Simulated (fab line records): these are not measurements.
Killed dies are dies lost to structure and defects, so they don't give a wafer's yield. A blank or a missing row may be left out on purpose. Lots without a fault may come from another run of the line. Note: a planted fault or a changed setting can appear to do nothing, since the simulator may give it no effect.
Chamber matching / flow sky130 / SKY_VIA2_CMP_02 on cmp-01 has 4 sister chambers
The step polishes SiO2. 18 wafers are shown with their chamber, then 9 later ones without.

EACH WAFER AND ITS CHAMBER
wafer=L074.3; chamber=3; motor_current_A (A)=10.2
wafer=L074.5; chamber=1; motor_current_A (A)=13.2
wafer=L074.6; chamber=0; motor_current_A (A)=9.9
wafer=L076.2; chamber=1; motor_current_A (A)=11.8
wafer=L076.4; chamber=3; motor_current_A (A)=9.7
wafer=L076.5; chamber=3; motor_current_A (A)=10.2
wafer=L080.1; chamber=3; motor_current_A (A)=10.4
wafer=L080.2; chamber=1; motor_current_A (A)=13.4
wafer=L080.3; chamber=0; motor_current_A (A)=10.0
wafer=L079.2; chamber=3; motor_current_A (A)=10.3
wafer=L079.4; chamber=0; motor_current_A (A)=9.4
wafer=L079.6; chamber=0; motor_current_A (A)=10.4
wafer=L088.3; chamber=2; motor_current_A (A)=13.0
wafer=L088.5; chamber=3; motor_current_A (A)=10.5
wafer=L088.6; chamber=2; motor_current_A (A)=13.3
wafer=L093.1; chamber=2; motor_current_A (A)=12.7
wafer=L093.2; chamber=0; motor_current_A (A)=10.1
wafer=L093.6; chamber=3; motor_current_A (A)=10.9

SIGNATURES (averages over the wafers above)
reading=motor_current_A; chamber 0=9.960; chamber 1=12.800; chamber 2=13.000; chamber 3=10.314; scatter within a chamber=0.464
Rule: for each reading, subtract the chamber's mean from the wafer's reading, divide by that reading's scatter and square the result; add these up over the readings and take the root, which gives the wafer's distance from the chamber. If the next closest chamber is less than 2 further off than the closest, the wafer can't be placed; otherwise it belongs to the closest. The scatter: the root of (the sum of the squares of (reading less its chamber's mean) over the shown wafers, divided by (wafers less chambers)).

WAFERS MISSING THEIR CHAMBER
wafer=L094.1; motor_current_A (A)=12.7
wafer=L094.5; motor_current_A (A)=10.2
wafer=L094.6; motor_current_A (A)=13.5
wafer=L095.4; motor_current_A (A)=14.0
wafer=L095.5; motor_current_A (A)=9.8
wafer=L095.6; motor_current_A (A)=12.8
wafer=L096.1; motor_current_A (A)=12.6
wafer=L096.2; motor_current_A (A)=10.2
wafer=L096.4; motor_current_A (A)=14.3

THE CHAMBER EACH PASSED THROUGH
wafer=L094.1; from the rows above=can't be placed: 1 or 2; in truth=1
wafer=L094.5; from the rows above=can't be placed: 3 or 0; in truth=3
wafer=L094.6; from the rows above=can't be placed: 2 or 1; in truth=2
wafer=L095.4; from the rows above=can't be placed: 2 or 1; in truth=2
wafer=L095.5; from the rows above=can't be placed: 0 or 3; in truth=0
wafer=L095.6; from the rows above=can't be placed: 1 or 2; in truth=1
wafer=L096.1; from the rows above=can't be placed: 1 or 2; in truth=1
wafer=L096.2; from the rows above=can't be placed: 3 or 0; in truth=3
wafer=L096.4; from the rows above=can't be placed: 2 or 1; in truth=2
Placed correctly: 0 of 9. Unplaceable from these rows: 9, with the true chamber sitting among the candidates in 9. Number placed wrongly: 0.
